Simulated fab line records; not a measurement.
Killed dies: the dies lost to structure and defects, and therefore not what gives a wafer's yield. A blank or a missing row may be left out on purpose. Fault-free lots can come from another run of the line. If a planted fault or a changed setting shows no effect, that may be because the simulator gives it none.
One fault through the eyes of 2 desks || flow gf180mcu || each desk holds nothing but its own numbers, with what lay behind them at the end

THE METROLOGY DESK
Means of the sampled wafers that have a number, per lot and without regard to the tool the lot ran on: this is what the gauges read. Marked OUT: a lot whose mean sits more than 4 standard deviations from the usual mean, which makes it out of limits; the brackets give that distance.
Columns: A = V5_W_THK at GF_V5_THK_MEAS_25, usual 341 nm; B = TOP_METAL_ALCU_RS at GF_TOP_METAL_RS_MEAS_05, usual 0.0327 ohm/sq; C = TOP_METAL_ALCU_THK at GF_TOP_METAL_THK_MEAS_06, usual 919 nm
{"lot": "L980", "first seen here": "day 27 05:22", "A": 346, "B": 0.0322, "C": 928}
{"lot": "L981", "first seen here": "day 27 21:38", "A": 346, "B": 0.0327, "C": 915}
{"lot": "L983", "first seen here": "day 28 09:35", "A": 337, "B": 0.0333, "C": 905}
{"lot": "L982", "first seen here": "day 28 09:57", "A": 341, "B": 0.0321, "C": 942}
{"lot": "L984", "first seen here": "day 28 17:54", "A": 341, "B": 0.0327, "C": 913}
{"lot": "L985", "first seen here": "day 29 04:28", "A": 341, "B": 0.0332, "C": 911}
{"lot": "L986", "first seen here": "day 29 05:06", "A": 344, "B": 0.0328, "C": 922}
{"lot": "L987", "first seen here": "day 29 17:11", "A": 342, "B": 0.0325, "C": 926}
{"lot": "L989", "first seen here": "day 30 09:20", "A": 341, "B": 0.0329, "C": 904}
{"lot": "L996", "first seen here": "day 32 01:39", "A": 340, "B": 0.0328, "C": 918}
{"lot": "L100", "first seen here": "day 32 15:10", "A": 335, "B": 0.0327, "C": 910}
{"lot": "L101", "first seen here": "day 32 23:05", "A": 343, "B": 0.0326, "C": 924}
{"lot": "L102", "first seen here": "day 33 06:40", "A": 345, "B": 0.0322, "C": 936}
This desk's finding: nothing out of limits on any of the 13 lots.

FOR THE TOOL OWNER'S DESK: pvdSputter-01
At GF_TOP_METAL_SPUTTER_04 (material TiN, target thk 25 nm, time 20.8 s) the tool's own readings: per lot run on this tool, the mean of the sampled wafers that have a number. Marked OUT: a lot whose mean sits more than 4 standard deviations from the usual mean, which makes it out of limits; the brackets give that distance.
Columns: A = chamberPressurePa at GF_TOP_METAL_SPUTTER_04, usual 0.4000 Pa; B = throttleValvePct at GF_TOP_METAL_SPUTTER_04, usual 29.8 %
{"lot": "L983", "first seen here": "day 28 10:08", "A": 0.3997, "B": 29.3}
{"lot": "L984", "first seen here": "day 28 18:26", "A": 0.4000, "B": 31.0}
{"lot": "L985", "first seen here": "day 29 05:01", "A": 0.4000, "B": 29.2}
{"lot": "L986", "first seen here": "day 29 05:39", "A": 0.4005, "B": 29.7}
{"lot": "L989", "first seen here": "day 30 09:52", "A": 0.3998, "B": 30.7}
{"lot": "L996", "first seen here": "day 32 02:10", "A": "0.4111 (+15) OUT", "B": 29.5}
Finding of this desk: L996 out of limits; the first was L996 at day 32 02:10, on chamberPressurePa at GF_TOP_METAL_SPUTTER_04. In limits: L983, L984, L985, L986, L989.

BROUGHT TOGETHER
The tool owner's desk had the chance to raise an alarm at day 32 02:10 on L996.
At the metrology desk, nothing out of limits was observed.
The metrology desk holds a record of L996, inside its limits.
All the named lots went through GF_TOP_METAL_SPUTTER_04 on pvdSputter-01.

WHAT THE SIMULATOR PUT IN
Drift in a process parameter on pvdSputter-01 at GF_TOP_METAL_SPUTTER_04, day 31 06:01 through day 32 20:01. A move of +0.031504 in setting chamberPressurePa, from 0.4. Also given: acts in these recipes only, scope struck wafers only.
Shown lots that were struck: L996.
Hours from the fault's start to each desk's first reading out of limits: the tool owner's desk, 20.
